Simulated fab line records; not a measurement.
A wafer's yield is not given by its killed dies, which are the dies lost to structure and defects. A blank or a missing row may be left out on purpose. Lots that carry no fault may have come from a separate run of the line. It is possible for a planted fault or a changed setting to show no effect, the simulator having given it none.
A struck lot beside a sound one :: flow sky130 :: 18 steps out of a route of 708
Sound: the wafers L884.3, L884.5, L884.6. Struck: wafer L898.3 (left out: L898.1, L898.4 of the same lot, which were not struck); the cause appears at the end.
At each step with rows: each side's tool, then ch and its chambers, then its first start. Under that, the readings that differ: sound wafers :: struck wafers :: difference of the means :: sigmas: that difference in standard deviations of wafers without a fault.
alike: a reading whose means differ by less than 2 such deviations, as well as words and numbers matching on both sides. not compared: withheld readings; readings where some wafer has no value; bounds like >300 that might hide an equal value; numbers whose values overlap and for which the record gives no deviation.
A row with sigmas, a row that says differs or no value, or rows on one side alone: a step with any of these is where the two part. Numbers that have no deviation but don't overlap get no sigmas and don't part them. A reading that every wafer of one side lacks parts them only if that side has two wafers or more.

first, 5 steps without rows for these wafers: SKY_VIA4_COAT_06 (resist thk 1140 nm); SKY_VIA4_SOFTBAKE_07 (time 60 s); SKY_VIA4_EXPOSE_08 (exposes mask VIM4, target cd 800 nm); SKY_VIA4_PEB_09; SKY_VIA4_DEVELOP_10 (develop time 60 s).
SKY_VIA4_OVL_MEAS_11:
  sound: overlay-01 at day 44 05:23; struck: overlay-01 at day 47 13:42
  alike: VIA4_OVL
SKY_VIA4_ETCH_12: etches SiO2 in C4F8/O2/Ar, stops on TiN, target depth 580 nm.
  sound on rie diel-04 ch 0,3, day 44 05:25; struck on rie diel-02 ch 3, day 47 13:44
  alike: bias w, oes product au
SKY_VIA4_STRIP_13: strips in O2/N2.
  sound on plasma asher-04 ch 0,1, day 44 05:31; struck on plasma asher-01 ch 0, day 47 13:49
  alike: drypump motor current A, oes product au, strip time to endpoint s
  not compared: rf hours counter h
then, 3 steps without rows for these wafers: SKY_VIA4_STRIP_14 (strips in post etch residue remover, time 1200 s); SKY_VIA4_CLEAN_15 (cleans in IPA, time 180 s); SKY_VIA4_CLEAN_16 (cleans in O3/DIW).
SKY_VIA4_SPUTTER_17: material TiN, target thk 20 nm, time 80 s.
  sound: pvd sputter-02 at day 44 06:06; struck: pvd sputter-03 at day 47 14:26
reading: throttle valve pct (%)
sound: 29.7 29.4 29.8
struck: 32.1
difference: +2.5
sigmas: +3
SKY_VIA4_CVD_18: deposits W, target thk 505 nm, time 152.14 s.
  sound on cvd w-02 ch 0,1, day 44 06:13; struck on cvd w-01 ch 0, day 47 14:30
reading: model.W_of_VIA4_CVD_18.thk nm (nm)
sound: 513.1 497.8 501.6
struck: 824.2
difference: +320.0
sigmas: 
  alike: heater power w
SKY_VIA4_RS_MEAS_19: the measuring method here is four-point-probe.
  sound: film metro-01 at day 44 06:21; struck: film metro-03 at day 47 14:40
reading: VIA4_W_RS (ohm/sq)
sound: 0.2224 0.2294 0.2274
struck: 0.1377
difference: -0.0887
sigmas: -40
SKY_VIA4_THK_MEAS_20: measures by xrf.
  sound: film metro-01 at day 44 06:27; struck: film metro-03 at day 47 14:47
reading: VIA4_W_THK (nm)
sound: 490 481 482
struck: 776
difference: +292
sigmas: +49
SKY_VIA4_CMP_21: polishes, stops on SiO2, t overpolish 25 s, target thk 0 nm.
  sound on cmp-02 ch 2,3, day 44 06:29; struck on cmp-02 ch 0, day 47 14:53
reading: time to endpoint s (s)
sound: 125 123 121
struck: 198
difference: +75
sigmas: +14
  alike: head pressure psi, motor current A, slurry filter dp kPa
SKY_METAL5_SPUTTER_00: material Ti, target thk 15 nm, time 10 s.
  sound: pvd sputter-01 at day 44 06:47; struck: pvd sputter-01 at day 47 15:08
  alike: throttle valve pct
-- the record jumps here: 2 days lie between the struck wafers' starts before and after (it left off in module METAL5 and takes up again in module PAD_OPEN, whose first step shown is number 708 of the route) --
SKY_PAD_OPEN_PROBE_99:
  sound: prober-02 at day 47 03:01; struck: prober-01 at day 50 02:39
  alike: defect limited yield, killed_at_M0_to_M3, killed_at_M4_up, killed at contacts, killed at front end, killed at other, killed dies, killed open, killed short, sort_bin_3_pad_short, sort_bin_5_function, sort_bin_6_memory, sort n pass, sort yield pct

## WHERE THEY PART
Earliest at SKY_VIA4_SPUTTER_17; latest, in this record, at SKY_VIA4_CMP_21. Later steps at which nothing parts them and some readings are alike: SKY_METAL5_SPUTTER_00, SKY_PAD_OPEN_PROBE_99.

WHY: what the simulator had put in
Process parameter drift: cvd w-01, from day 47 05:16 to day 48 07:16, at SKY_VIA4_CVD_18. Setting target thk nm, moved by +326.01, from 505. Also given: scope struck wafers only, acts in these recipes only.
